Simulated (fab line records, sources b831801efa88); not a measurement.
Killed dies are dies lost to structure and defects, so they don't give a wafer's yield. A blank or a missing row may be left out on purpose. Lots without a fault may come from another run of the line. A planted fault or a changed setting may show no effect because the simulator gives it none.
A struck lot beside a sound one | flow gf180mcu | 28 steps out of a route of 602
Sound: wafers L898.1, L898.3, L898.6. Struck: wafers L913.1, L913.3, L913.6. The cause comes at the end.
At each step with rows: each side's tool, then ch and its chambers, then its first start. Under that, the readings that differ: sound wafers | struck wafers | difference of the means | sigmas: that difference in standard deviations of wafers without a fault.
alike: readings whose means differ by less than 2 such deviations, and words and numbers that are the same on both sides. not compared: withheld readings, readings that some wafer has no value for, bounds like >300 that may hide the same value, and numbers for which the record gives no deviation and whose values overlap.
The two part at a step that has a row with sigmas, a row that says differs or no value, or rows on one side only. Numbers that don't overlap but have no deviation are shown without sigmas and don't part them. A reading that every wafer of one side lacks parts them only if that side has two wafers or more.

GF_V5_OVL_MEAS_15:
  sound on overlay-01, day 28 04:57; struck on overlay-01, day 32 06:58
  alike: V5_OVL
then, 1 step without rows for these wafers: GF_V5_ETCH_16 (etches BARC in N2/H2).
GF_V5_ETCH_17: etches SiO2 in C4F8/O2/Ar, stops on TiN, target depth 855 nm.
  sound on rie_diel-03 ch 0,1,3; struck on rie_diel-04 ch 2,3
  alike: oes_product_au
GF_V5_STRIP_18: strips in O2/N2.
  sound on plasma_asher-03 ch 0, day 28 05:08; struck on plasma_asher-03 ch 1, day 32 07:08
  alike: drypump_motor_current_A, heater_power_w, n2_flow_sccm, oes_product_au
  not compared: rf_hours_counter_h
then, 2 steps without rows for these wafers: GF_V5_STRIP_19 (strips in post etch residue remover, time 1200 s); GF_V5_CLEAN_20 (cleans in DIW).
GF_V5_SPUTTER_21: material Ti, target thk 15 nm, time 80.02 s.
  sound on pvd_sputter-01, day 28 06:01; struck on pvd_sputter-04, day 32 07:47
  alike: cathode_dc_power_W, chamber_pressure_pa, throttle_valve_pct
then, 2 steps without rows for these wafers: GF_V5_SPUTTER_22 (material TiN, target thk 10 nm, time 40 s); GF_V5_CVD_23 (deposits W, target thk 350 nm, time 104.9 s).
GF_V5_RS_MEAS_24: measures by four-point-probe.
  sound on film_metro-01, day 28 06:20; struck on film_metro-04, day 32 08:01
  alike: V5_W_RS
GF_V5_THK_MEAS_25: measures by xrf.
  sound on film_metro-01, day 28 06:28; struck on film_metro-04, day 32 08:08
  reading       | sound       | struck      | difference | sigmas
  V5_W_THK (nm) | 372 371 368 | 363 356 358 | -11        | -3
GF_V5_CMP_26: polishes, stops on SiO2, t overpolish 15 s, target thk 0 nm.
  sound on cmp-01 ch 0,1,2, day 28 06:31; struck on cmp-01 ch 1,2,3, day 32 08:11
  alike: edge_zone_pressure_frac, motor_current_A, overpolish_run_s, time_to_endpoint_s
GF_TOP_METAL_SPUTTER_00: material Ti, target thk 37.5 nm, time 150 s.
  sound on pvd_sputter-04, day 28 06:49; struck on pvd_sputter-03, day 32 08:29
  no value came back on the struck wafers for cathode_dc_power_W (W), chamber_pressure_pa (Pa), throttle_valve_pct (%); on the sound wafers cathode_dc_power_W (W) reads 3998.8 4000.1 4000.4
GF_TOP_METAL_SPUTTER_01: material TiN, target thk 30 nm, time 25 s.
  sound on pvd_sputter-04, day 28 06:55; struck on pvd_sputter-03, day 32 08:35
  alike: cathode_dc_power_W, chamber_pressure_pa, throttle_valve_pct
then, 10 steps without rows for these wafers: GF_TOP_METAL_SPUTTER_02 (material AlCu, target thk 900 nm, time 47.82 s); GF_TOP_METAL_SPUTTER_03 (material Ti, target thk 5 nm, time 3.3 s); GF_TOP_METAL_SPUTTER_04 (material TiN, target thk 25 nm, time 20.8 s); GF_TOP_METAL_DEHYDRATE_07 (time 60 s); GF_TOP_METAL_HMDS_08 (prime time 60 s); GF_TOP_METAL_COAT_09 (resist thk 1500 nm); GF_TOP_METAL_SOFTBAKE_10 (time 60 s); GF_TOP_METAL_EXPOSE_11 (exposes mask MetalTop, target cd 440 nm); GF_TOP_METAL_PEB_12; GF_TOP_METAL_DEVELOP_13 (develop time 60 s).
GF_TOP_METAL_CD_MEAS_14: target cd 440 nm.
  sound on cd_sem-02, day 29 02:23; struck on cd_sem-01, day 33 01:11
  alike: cd_nm
GF_TOP_METAL_OVL_MEAS_15:
  sound on overlay-01, day 29 02:30; struck on overlay-01, day 33 01:19
  alike: TOP_METAL_OVL
GF_TOP_METAL_METAL_ETCH_16: etches the open film in Cl2/BCl3, stops on SiO2, target depth 1077.5 nm, time 179.6 s.
  sound on rie_metal-01 ch 0,1, day 29 02:32; struck on rie_metal-03 ch 1, day 33 01:20
  reading                | sound                | struck               | difference | sigmas
  oes_product_au (a.u.)  | 0.970 0.981 0.968    | 0.948 0.932 0.940    | -0.033     | -6
  throttle_valve_pct (%) | 28.258 28.251 28.248 | 28.294 28.283 28.279 | +0.033     | +3
  alike: drypump_motor_current_A, he_backside_leak_sccm
  not compared: rf_hours_counter_h
then, 1 step without rows for these wafers: GF_TOP_METAL_STRIP_17 (strips in O2/N2).

WHERE THEY PART
First at GF_V5_THK_MEAS_25; last, within this record, at GF_TOP_METAL_METAL_ETCH_16.

WHY: what the simulator had put in
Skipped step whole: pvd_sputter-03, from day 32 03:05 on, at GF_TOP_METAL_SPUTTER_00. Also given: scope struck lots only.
